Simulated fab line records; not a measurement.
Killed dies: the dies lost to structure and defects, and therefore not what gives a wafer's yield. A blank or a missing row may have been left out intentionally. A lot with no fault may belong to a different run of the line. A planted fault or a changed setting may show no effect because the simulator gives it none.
fab line records + flow sky130
[record]
- lots = 12
- wafers = 36
- last-day = 50
route steps=708 shown CAPM@551 METAL5@662 PASSIVATION@681 PAD_OPEN@708
lots with no fault: from the same line, run without faults
start-h: hours from the record's first day to the start of the lot's first wafer shown + wait-h: hours elapsed since this lot's preceding step + " unchanged from the row above + L1.1+2: one row covering several wafers at once + - either no value or no given start + * or withheld: withheld + < > ~ a bound
route shown NAME@n: a module of which the file shows steps, and the number in the route of the first + usual: mean/standard deviation of fault-free wafers + same: alike in all rows + chamber/n: place in a boat + sites: each site's reading + _std_site: standard deviation of those values + _edge_site: inner sites' mean taken away from outer sites' mean + radius-mm: for every site, how far away it sits from the centre of the wafer + mask NAME#n: copy n + behind: the tool/chamber that last shaped the wafer + hold: what put the lot on hold/how long, in hours/how the hold closed + device: the transistor (n, p or np) that didn't switch + end of line: tests of these same wafers at the route's end + a step without rows: its recipe alone + killed: dies that structure and defects cost at the first sort, which is not the same as the wafer's yield + map: a wafer's dies, marking killed ones x, the rest . and places with no die _
set.NAME: setting as actually run; set.NAME@STEP: the setting as run at that earlier step + model.NAME: the simulator's own value behind a step, which no gauge read
route steps across a sampled set of lots; one table per step, one row per wafer
services: when a tool's chamber went out of use (start-h, in hours from the record's first day, below 0 if earlier), for how many hours, and the reason
[[steps]]
[step SKY_CAPM_STRIP_14]
[recipe]
- chemistry = O2/N2
- power-w = 1400
- pressure-mtorr = 1500
- platen-temp-c = withheld
- o2-flow-sccm = 3000
- n2-flow-sccm = 300
- overash-fraction = 0.5
[usual]
- drypump-motor-current-A = 5.79/0.3
- oes-product-au = 0.710/0.0045
- strip-time-to-endpoint-s = 12.63/0.046
| lot.wafer | tool            | chamber | start-h | wait-h | drypump-motor-current-A | oes-product-au | rf-hours-counter-h | strip-time-to-endpoint-s |
|-----------|-----------------|---------|---------|--------|-------------------------|----------------|--------------------|--------------------------|
| L408.1    | plasma-asher-01 | 1       | 885.07  | 0.1    | 5.67                    | 0.702          | 13                 | 12.71                    |
| L408.2    | "               | 0       | "       | "      | 5.91                    | 0.707          | 13                 | 12.66                    |
| L408.6    | "               | 1       | "       | "      | 5.68                    | 0.714          | -                  | 12.71                    |
| L409.1    | plasma-asher-04 | 1       | 893.53  | 0.1    | 6.42                    | 0.715          | 75                 | 12.70                    |
| L409.3    | "               | 0       | "       | "      | 5.93                    | 0.719          | -                  | 12.67                    |
| L409.5    | "               | 0       | "       | "      | 5.94                    | 0.705          | -                  | 12.71                    |
| L410.1    | plasma-asher-04 | 0       | 895.30  | 0.1    | 5.95                    | 0.706          | 76                 | 12.68                    |
| L410.4    | "               | 1       | "       | "      | 6.43                    | 0.712          | -                  | 12.71                    |
| L410.6    | "               | 1       | "       | "      | 6.43                    | 0.703          | -                  | 12.64                    |
| L411.2    | plasma-asher-03 | 0       | 909.18  | 0.1    | 5.50                    | 0.709          | 111                | 12.67                    |
| L411.3    | "               | 1       | "       | "      | 5.53                    | 0.715          | -                  | 12.66                    |
| L411.4    | "               | 0       | "       | "      | 5.50                    | 0.706          | -                  | 12.70                    |
| L420.1    | plasma-asher-03 | 1       | 972.28  | 0.1    | 5.53                    | 0.712          | 118                | 12.52                    |
| L420.5    | "               | 0       | "       | "      | 5.51                    | 0.716          | -                  | 12.67                    |
| L420.6    | "               | 1       | "       | "      | 5.56                    | 0.709          | -                  | 12.60                    |
| L421.1    | plasma-asher-04 | 1       | 975.18  | 0.1    | 6.43                    | 0.713          | 82                 | 12.65                    |
| L421.3    | "               | 1       | "       | "      | 6.44                    | 0.711          | -                  | 12.68                    |
| L421.4    | "               | 0       | "       | "      | 5.94                    | 0.712          | -                  | 12.64                    |
| L423.2    | plasma-asher-03 | 1       | 996.02  | 0.1    | 5.58                    | 0.701          | 120                | 12.63                    |
| L423.4    | "               | 0       | "       | "      | 5.49                    | 0.716          | -                  | 12.54                    |
| L423.6    | "               | 1       | "       | "      | 5.59                    | 0.714          | -                  | 12.57                    |
| L424.1    | plasma-asher-01 | 0       | 1000.70 | 0.1    | 5.92                    | 0.714          | 24                 | 12.60                    |
| L424.3    | "               | 1       | "       | "      | 5.68                    | 0.713          | -                  | 12.60                    |
| L424.6    | "               | 1       | "       | "      | 5.69                    | 0.708          | -                  | 12.61                    |
| L425.4    | plasma-asher-01 | 1       | 1004.39 | 0.1    | 5.68                    | 0.703          | -                  | 12.64                    |
| L425.5    | "               | 0       | "       | "      | 5.91                    | 0.717          | -                  | 12.62                    |
| L425.6    | "               | 1       | "       | "      | 5.67                    | 0.703          | -                  | 12.64                    |
| L427.1    | plasma-asher-01 | 1       | 1011.93 | 0.1    | 5.66                    | 0.702          | 25                 | 12.62                    |
| L427.4    | "               | 1       | "       | "      | 5.67                    | 0.720          | -                  | 12.66                    |
| L427.5    | "               | 0       | "       | "      | 5.92                    | 0.710          | -                  | 12.66                    |
| L430.1    | plasma-asher-03 | 1       | 1032.65 | 0.1    | 5.54                    | 0.711          | 125                | 12.53                    |
| L430.3    | "               | 1       | "       | "      | 5.56                    | 0.705          | -                  | 12.60                    |
| L430.6    | "               | 1       | "       | "      | 5.54                    | 0.703          | -                  | 12.58                    |
| L428.1    | plasma-asher-03 | 1       | 1037.62 | 0.1    | 5.52                    | 0.716          | 125                | 12.59                    |
| L428.4    | "               | 1       | "       | "      | 5.51                    | 0.714          | -                  | 12.57                    |
| L428.6    | "               | 0       | "       | "      | 5.49                    | 0.716          | -                  | 12.61                    |
[step SKY_METAL5_SPUTTER_01]
[recipe]
- material = TiN
- target-thk-nm = 20
- power-w = 6500
- time-s = 16.7
- chamber-pressure-pa = 0.4
[usual]
- throttle-valve-pct = 30.5/0.86
| lot.wafer | tool           | chamber | start-h | wait-h | throttle-valve-pct |
|-----------|----------------|---------|---------|--------|--------------------|
| L408.1    | pvd-sputter-03 | -       | 1013.67 | 0.0    | 31.7               |
| L408.2    | "              | -       | "       | "      | 31.6               |
| L408.6    | "              | -       | "       | "      | 31.3               |
| L409.1    | pvd-sputter-01 | -       | 1021.62 | 0.0    | 30.1               |
| L409.3    | "              | -       | "       | "      | 28.9               |
| L409.5    | "              | -       | "       | "      | 31.9               |
| L410.1    | pvd-sputter-02 | -       | 1024.60 | 0.0    | 30.0               |
| L410.4    | "              | -       | "       | "      | 29.8               |
| L410.6    | "              | -       | "       | "      | 29.9               |
| L411.2    | pvd-sputter-02 | -       | 1033.90 | 0.0    | 29.7               |
| L411.3    | "              | -       | "       | "      | 30.6               |
| L411.4    | "              | -       | "       | "      | 30.2               |
| L420.1    | pvd-sputter-02 | -       | 1092.42 | 0.0    | 30.1               |
| L420.5    | "              | -       | "       | "      | 29.8               |
| L420.6    | "              | -       | "       | "      | 30.7               |
| L421.1    | pvd-sputter-03 | -       | 1094.83 | 0.0    | 31.9               |
| L421.3    | "              | -       | "       | "      | 31.5               |
| L421.4    | "              | -       | "       | "      | 31.1               |
| L423.2    | pvd-sputter-02 | -       | 1112.51 | 0.0    | 30.1               |
| L423.4    | "              | -       | "       | "      | 30.6               |
| L423.6    | "              | -       | "       | "      | 30.4               |
| L424.1    | pvd-sputter-02 | -       | 1116.85 | 0.0    | 31.4               |
| L424.3    | "              | -       | "       | "      | 30.8               |
| L424.6    | "              | -       | "       | "      | 31.5               |
| L425.4    | pvd-sputter-01 | -       | 1119.77 | 0.0    | 28.9               |
| L425.5    | "              | -       | "       | "      | 30.0               |
| L425.6    | "              | -       | "       | "      | 29.2               |
| L427.1    | pvd-sputter-03 | -       | 1124.54 | 0.0    | 29.4               |
| L427.4    | "              | -       | "       | "      | 31.7               |
| L427.5    | "              | -       | "       | "      | 31.6               |
| L430.1    | pvd-sputter-02 | -       | 1142.47 | 0.0    | 29.9               |
| L430.3    | "              | -       | "       | "      | 30.7               |
| L430.6    | "              | -       | "       | "      | 30.6               |
| L428.1    | pvd-sputter-02 | -       | 1145.94 | 0.0    | 31.4               |
| L428.4    | "              | -       | "       | "      | 30.8               |
| L428.6    | "              | -       | "       | "      | 30.6               |
[step SKY_METAL5_STRIP_16]
[recipe]
- chemistry = O2/N2
- power-w = 1400
- pressure-mtorr = 1500
- platen-temp-c = withheld
- o2-flow-sccm = 3000
- n2-flow-sccm = 300
- overash-fraction = 0.5
[usual]
- drypump-motor-current-A = 5.9/0.36
- oes-product-au = 0.710/0.0044
- strip-time-to-endpoint-s = 13.03/0.16
| lot.wafer | tool            | chamber | start-h | wait-h | drypump-motor-current-A | oes-product-au | rf-hours-counter-h | strip-time-to-endpoint-s |
|-----------|-----------------|---------|---------|--------|-------------------------|----------------|--------------------|--------------------------|
| L408.1    | plasma-asher-04 | 1       | 1036.58 | 0.2    | 6.4                     | 0.711          | 86                 | 13.16                    |
| L408.2    | "               | 0       | "       | "      | 5.9                     | 0.707          | 86                 | 12.83                    |
| L408.6    | "               | 0       | "       | "      | 5.9                     | 0.713          | -                  | 13.16                    |
| L409.1    | plasma-asher-03 | 0       | 1044.18 | 0.2    | 5.5                     | 0.701          | 126                | 12.71                    |
| L409.3    | "               | 1       | "       | "      | 5.5                     | 0.712          | -                  | 12.65                    |
| L409.5    | "               | 0       | "       | "      | 5.5                     | 0.703          | -                  | 12.73                    |
| L410.1    | plasma-asher-04 | 1       | 1047.78 | 0.2    | 6.4                     | 0.711          | 88                 | 13.06                    |
| L410.4    | "               | 1       | "       | "      | 6.4                     | 0.706          | -                  | 13.01                    |
| L410.6    | "               | 1       | "       | "      | 6.4                     | 0.719          | -                  | 12.93                    |
| L411.2    | plasma-asher-04 | 1       | 1055.88 | 0.2    | 6.5                     | 0.704          | 89                 | 12.60                    |
| L411.3    | "               | 1       | "       | "      | 6.4                     | 0.710          | -                  | 13.13                    |
| L411.4    | "               | 0       | "       | "      | 5.9                     | 0.702          | -                  | 12.69                    |
| L420.1    | plasma-asher-03 | 0       | 1112.08 | 0.2    | 5.5                     | 0.704          | 5                  | 12.82                    |
| L420.5    | "               | 0       | "       | "      | 5.5                     | 0.710          | -                  | 12.86                    |
| L420.6    | "               | 1       | "       | "      | 5.5                     | 0.715          | -                  | 13.08                    |
| L421.1    | plasma-asher-02 | 1       | 1115.13 | 0.2    | 6.3                     | 0.715          | 68                 | 13.22                    |
| L421.3    | "               | 1       | "       | "      | 6.3                     | 0.709          | -                  | 12.89                    |
| L421.4    | "               | 0       | "       | "      | 5.7                     | 0.710          | -                  | 13.19                    |
| L423.2    | plasma-asher-04 | 1       | 1132.93 | 0.2    | 6.5                     | 0.705          | 97                 | 12.99                    |
| L423.4    | "               | 0       | "       | "      | 6.0                     | 0.705          | -                  | 13.07                    |
| L423.6    | "               | 1       | "       | "      | 6.5                     | 0.703          | -                  | 13.08                    |
| L424.1    | plasma-asher-04 | 1       | 1136.93 | 0.2    | 6.4                     | 0.709          | 98                 | 12.82                    |
| L424.3    | "               | 1       | "       | "      | 6.4                     | 0.712          | -                  | 12.99                    |
| L424.6    | "               | 1       | "       | "      | 6.4                     | 0.710          | -                  | 13.09                    |
| L425.4    | plasma-asher-02 | 1       | 1140.28 | 0.2    | 6.3                     | 0.705          | -                  | 13.17                    |
| L425.5    | "               | 1       | "       | "      | 6.3                     | 0.709          | -                  | 13.07                    |
| L425.6    | "               | 0       | "       | "      | 5.7                     | 0.712          | -                  | 13.13                    |
| L427.1    | plasma-asher-04 | 1       | 1144.10 | 0.4    | 6.4                     | 0.715          | 99                 | 13.13                    |
| L427.4    | "               | 1       | "       | "      | 6.4                     | 0.706          | -                  | 13.08                    |
| L427.5    | "               | 1       | "       | "      | 6.4                     | 0.723          | -                  | 13.17                    |
| L430.1    | plasma-asher-03 | 1       | 1160.83 | 0.2    | 5.6                     | 0.717          | 7                  | 13.16                    |
| L430.3    | "               | 0       | "       | "      | 5.5                     | 0.710          | -                  | 13.13                    |
| L430.6    | "               | 1       | "       | "      | 5.6                     | 0.712          | -                  | 13.23                    |
| L428.1    | plasma-asher-04 | 1       | 1163.86 | 0.2    | 6.5                     | 0.707          | 101                | 13.20                    |
| L428.4    | "               | 0       | "       | "      | 5.9                     | 0.712          | -                  | 13.39                    |
| L428.6    | "               | 0       | "       | "      | 5.9                     | 0.708          | -                  | 12.80                    |
[step SKY_PASSIVATION_CVD_00]
[recipe]
- material = SiO2
- target-thk-nm = 90
- temp-c = 400
- time-s = withheld
- rf-w = 600
[usual]
- heater-power-outer-w = 410/57
- heater-power-w = 694/96
- rf-fwd-power-W = 588/3.4
| lot.wafer | tool     | chamber | start-h | wait-h | heater-power-outer-w | heater-power-w | rf-fwd-power-W |
|-----------|----------|---------|---------|--------|----------------------|----------------|----------------|
| L408.1    | pecvd-02 | 0       | 1037.18 | 0.0    | 338                  | 572            | 587            |
| L408.2    | "        | 1       | "       | "      | 422                  | 728            | 585            |
| L408.6    | "        | 2       | "       | "      | 343                  | 549            | 587            |
| L409.1    | pecvd-04 | 2       | 1044.81 | 0.0    | 523                  | 782            | 583            |
| L409.3    | "        | 1       | "       | "      | 455                  | 852            | 594            |
| L409.5    | "        | 2       | "       | "      | 515                  | 797            | 585            |
| L410.1    | pecvd-02 | 0       | 1048.37 | 0.0    | 282                  | 491            | 585            |
| L410.4    | "        | 1       | "       | "      | 351                  | 633            | 588            |
| L410.6    | "        | 2       | "       | "      | 429                  | 630            | 585            |
| L411.2    | pecvd-04 | 0       | 1056.54 | 0.0    | 384                  | 656            | 591            |
| L411.3    | "        | 1       | "       | "      | 432                  | 834            | 591            |
| L411.4    | "        | 2       | "       | "      | 513                  | 796            | 585            |
| L420.1    | pecvd-04 | 0       | 1112.67 | 0.0    | 466                  | 747            | 591            |
| L420.5    | "        | 1       | "       | "      | 485                  | 878            | 591            |
| L420.6    | "        | 0       | "       | "      | 465                  | 757            | 591            |
| L421.1    | pecvd-04 | 2       | 1115.91 | 0.0    | 494                  | 756            | 587            |
| L421.3    | "        | 0       | "       | "      | 435                  | 708            | 593            |
| L421.4    | "        | 2       | "       | "      | 506                  | 752            | 583            |
| L423.2    | pecvd-04 | 1       | 1133.53 | 0.0    | 412                  | 787            | 590            |
| L423.4    | "        | 1       | "       | "      | 416                  | 797            | 589            |
| L423.6    | "        | 0       | "       | "      | 396                  | 675            | 596            |
| L424.1    | pecvd-04 | 1       | 1137.62 | 0.0    | 379                  | 765            | 590            |
| L424.3    | "        | 0       | "       | "      | 420                  | 702            | 594            |
| L424.6    | "        | 1       | "       | "      | 388                  | 756            | 591            |
| L425.4    | pecvd-04 | 0       | 1140.88 | 0.0    | 472                  | 764            | 590            |
| L425.5    | "        | 2       | "       | "      | 475                  | 743            | 584            |
| L425.6    | "        | 1       | "       | "      | 373                  | 730            | 592            |
| L427.1    | pecvd-02 | 2       | 1145.13 | 0.0    | 336                  | 519            | 587            |
| L427.4    | "        | 2       | "       | "      | 336                  | 527            | 584            |
| L427.5    | "        | 1       | "       | "      | 327                  | 593            | 588            |
| L430.1    | pecvd-01 | 2       | 1161.94 | 0.0    | 436                  | 682            | 591            |
| L430.3    | "        | 1       | "       | "      | 402                  | 721            | 592            |
| L430.6    | "        | 2       | "       | "      | 437                  | 726            | 590            |
| L428.1    | pecvd-01 | 2       | 1164.45 | 0.0    | 361                  | 605            | 590            |
| L428.4    | "        | 2       | "       | "      | 362                  | 618            | 588            |
| L428.6    | "        | 1       | "       | "      | 451                  | 795            | 589            |
[step SKY_PASSIVATION_THK_MEAS_01]
[recipe]
- reads = SiO2_of_PASSIVATION_CVD_00
[usual]
- PASSIVATION_CVD_00_THK = 90.3/1.4
| lot.wafer | tool          | chamber | start-h | wait-h | PASSIVATION_CVD_00_THK[nm] |
|-----------|---------------|---------|---------|--------|----------------------------|
| L408.1    | film-metro-04 | -       | 1037.20 | -      | 89.0                       |
| L408.2    | "             | -       | "       | "      | 90.5                       |
| L408.6    | "             | -       | "       | "      | 90.2                       |
| L409.1    | film-metro-01 | -       | 1044.84 | -      | 88.9                       |
| L409.3    | "             | -       | "       | "      | 93.1                       |
| L409.5    | "             | -       | "       | "      | 92.3                       |
| L410.1    | film-metro-03 | -       | 1048.39 | -      | 88.0                       |
| L410.4    | "             | -       | "       | "      | 91.2                       |
| L410.6    | "             | -       | "       | "      | 90.2                       |
| L411.2    | film-metro-04 | -       | 1056.57 | -      | 89.2                       |
| L411.3    | "             | -       | "       | "      | 89.8                       |
| L411.4    | "             | -       | "       | "      | 91.1                       |
| L420.1    | film-metro-04 | -       | 1112.69 | -      | 89.5                       |
| L420.5    | "             | -       | "       | "      | 91.7                       |
| L420.6    | "             | -       | "       | "      | 89.4                       |
| L421.1    | film-metro-01 | -       | 1115.93 | -      | 84.1                       |
| L421.3    | "             | -       | "       | "      | 85.5                       |
| L421.4    | "             | -       | "       | "      | 85.2                       |
| L423.2    | film-metro-03 | -       | 1133.57 | -      | 85.1                       |
| L423.4    | "             | -       | "       | "      | 87.6                       |
| L423.6    | "             | -       | "       | "      | 85.6                       |
| L424.1    | film-metro-04 | -       | 1137.64 | -      | 86.1                       |
| L424.3    | "             | -       | "       | "      | 86.3                       |
| L424.6    | "             | -       | "       | "      | 88.3                       |
| L425.4    | film-metro-03 | -       | 1140.92 | -      | 85.6                       |
| L425.5    | "             | -       | "       | "      | 85.0                       |
| L425.6    | "             | -       | "       | "      | 87.7                       |
| L427.1    | film-metro-03 | -       | 1145.15 | -      | 89.3                       |
| L427.4    | "             | -       | "       | "      | 90.6                       |
| L427.5    | "             | -       | "       | "      | 89.6                       |
| L430.1    | film-metro-04 | -       | 1161.96 | -      | 89.0                       |
| L430.3    | "             | -       | "       | "      | 89.8                       |
| L430.6    | "             | -       | "       | "      | 90.2                       |
| L428.1    | film-metro-03 | -       | 1164.47 | -      | 88.3                       |
| L428.4    | "             | -       | "       | "      | 89.9                       |
| L428.6    | "             | -       | "       | "      | 91.5                       |
[step SKY_PAD_OPEN_PROBE_99]
[usual]
- killed_at_M0_to_M3 = 43/6.3
- killed_at_M4_up = 3.0/1.6
- killed-at-contacts = 25/5
- killed-at-front-end = 15/4.4
- killed-at-other = 0.3/0.8
- killed-dies = 85/8.7
- killed-open = 47/6.9
- killed-short = 38/6.3
[same]
- gross-dies = 492
- killed-at-back-side = 0
| lot.wafer | tool      | chamber | start-h | wait-h | killed_at_M0_to_M3 | killed_at_M4_up | killed-at-contacts | killed-at-front-end | killed-at-other | killed-dies | killed-open | killed-short |
|-----------|-----------|---------|---------|--------|--------------------|-----------------|--------------------|---------------------|-----------------|-------------|-------------|--------------|
| L423.2    | prober-01 | -       | 1171.86 | 0.1    | 37                 | 4               | 31                 | 9                   | 0               | 81          | 51          | 28           |
| L423.4    | prober-01 | -       | 1171.96 | 0.2    | 48                 | 1               | 23                 | 8                   | 0               | 80          | 48          | 31           |
| L423.6    | prober-01 | -       | 1172.06 | 0.2    | 43                 | 2               | 35                 | 16                  | 0               | 96          | 54          | 40           |
| L424.1    | prober-01 | -       | 1175.78 | 0.1    | 38                 | 5               | 30                 | 12                  | 55              | 140         | 49          | 32           |
| L424.3    | prober-01 | -       | 1175.88 | 0.2    | 35                 | 12              | 24                 | 14                  | 0               | 85          | 42          | 32           |
// killed by level:class
L423.2 CONTACT:geometric-particle:open=12 LI_CONTACT:geometric-particle:open=9 VIA1:geometric-particle:open=7 METAL2:geometric-particle:short=5 VIA2:geometric-particle:open=5 VIA3:geometric-particle:open=4 LOCAL_INTERCONNECT:geometric-particle:short=3 CONTACT:geometric-particle:short=3
L423.4 VIA1:geometric-particle:open=13 VIA2:geometric-particle:open=9 LI_CONTACT:geometric-particle:short=6 LI_CONTACT:geometric-particle:open=5 CONTACT:geometric-particle:short=5 VIA3:geometric-particle:open=5 FIELD_ISO:geometric-particle:open=4 VIA1:geometric-particle:short=4
L423.6 CONTACT:geometric-particle:open=15 VIA1:geometric-particle:open=9 METAL2:geometric-particle:short=6 POLY_GATE:geometric-particle:open=5 LI_CONTACT:geometric-particle:open=5 VIA2:geometric-particle:open=5 VIA3:geometric-particle:short=5 FIELD_ISO:geometric-particle:open=4
L424.1 PAD_OPEN:area-etch=55 CONTACT:geometric-particle:open=13 VIA1:geometric-particle:open=7 FIELD_ISO:geometric-particle:open=6 CONTACT:geometric-particle:short=6 VIA2:geometric-particle:open=6 VIA3:geometric-particle:open=6 LI_CONTACT:geometric-particle:open=4
L424.3 VIA4:area-etch=10 CONTACT:geometric-particle:open=9 LI_CONTACT:geometric-particle:open=6 LOCAL_INTERCONNECT:geometric-particle:short=6 VIA2:geometric-particle:open=6 VIA3:geometric-particle:open=6 FIELD_ISO:geometric-particle:short=4 METAL1:geometric-particle:short=4
[[services]]
| tool            | chamber | start-h | hours | kind   |
|-----------------|---------|---------|-------|--------|
| pecvd-02        | 0       | 866.36  | 5.0   | repair |
| plasma-asher-01 | -       | 893.59  | 2.8   | pm     |
| plasma-asher-01 | -       | 900.58  | 6.9   | repair |
| pecvd-04        | 1       | 903.58  | 6.8   | repair |
| plasma-asher-04 | -       | 910.00  | 14.6  | pm     |
| pecvd-01        | -       | 919.18  | 0.6   | repair |
| pvd-sputter-01  | -       | 920.85  | 1.1   | repair |
| pecvd-04        | 1       | 938.84  | 8.0   | repair |
| pvd-sputter-02  | -       | 942.61  | 2.5   | repair |
| pecvd-04        | -       | 945.42  | 2.8   | pm     |
| pecvd-04        | 2       | 961.34  | 22.5  | repair |
| pvd-sputter-01  | -       | 967.00  | 1.4   | repair |
| pecvd-01        | 1       | 974.29  | 6.3   | repair |
| pecvd-02        | -       | 983.56  | 1.1   | repair |
| pecvd-04        | -       | 991.43  | 0.5   | repair |
| plasma-asher-04 | -       | 1012.14 | 22.7  | repair |
| plasma-asher-01 | -       | 1032.50 | 28.1  | pm     |
| plasma-asher-03 | -       | 1046.26 | 4.2   | repair |
| plasma-asher-03 | -       | 1055.25 | 9.0   | pm     |
| pecvd-02        | -       | 1067.73 | 0.8   | repair |
| pecvd-04        | -       | 1082.36 | 1.0   | repair |
| plasma-asher-04 | -       | 1091.17 | 0.9   | repair |
| plasma-asher-03 | -       | 1114.93 | 28.1  | pm     |
| pvd-sputter-03  | -       | 1159.03 | 2.4   | repair |
[[key]]
[first-sign]
- step = SKY_PASSIVATION_THK_MEAS_01
- reading = PASSIVATION_CVD_00_THK
- direction = down
- sigmas = 3.1
- usual = 90.3
- struck = 86.0
effect none on later readings
met-at SKY_PASSIVATION_CVD_00
struck-lots L421,L423,L424,L425
tester-left-out L423,L424
[baseline-loss]
- step = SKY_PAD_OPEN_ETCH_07
- wafers = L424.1
not-acting-at SKY_CAPM_STRIP_14,SKY_METAL5_SPUTTER_01,SKY_METAL5_STRIP_16
onset-between 1112.67 1115.91
[earlier-fault]
- kind = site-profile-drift
- tool = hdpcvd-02
- chamber = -
- onset-h = 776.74
- steps = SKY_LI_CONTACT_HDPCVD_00
- basis = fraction
- max-abs-drift = 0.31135
- slope-share-per-hr = 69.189
- site-pattern = 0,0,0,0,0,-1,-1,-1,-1
[earlier-fault]
- kind = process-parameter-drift
- tool = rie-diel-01
- chamber = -
- onset-h = 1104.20
- steps = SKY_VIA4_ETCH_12
- channel = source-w
- offset = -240
- shape = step
- acts-in = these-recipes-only
- stated = 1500
[fault]
- kind = site-profile-drift
- tool = pecvd-04
- chamber = -
- onset-h = 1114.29
- steps = SKY_PASSIVATION_CVD_00
- basis = fraction
- max-abs-drift = 0.12372
- slope-share-per-hr = 61.86
- site-pattern = 0,0,0,0,0,-1,-1,-1,-1
// tester-left-out: of these lots the tester's yield and bins aren't shown, on N5 and GAA mostly nor the transistor test; their killed dies are dies lost to structure and defects alone, not to doping, threshold or leakage, so they don't give the yield
// baseline-loss: these wafers lose ten dies or more at that step, a loss of the line's own and not of a fault; the sort's usual values leave them out
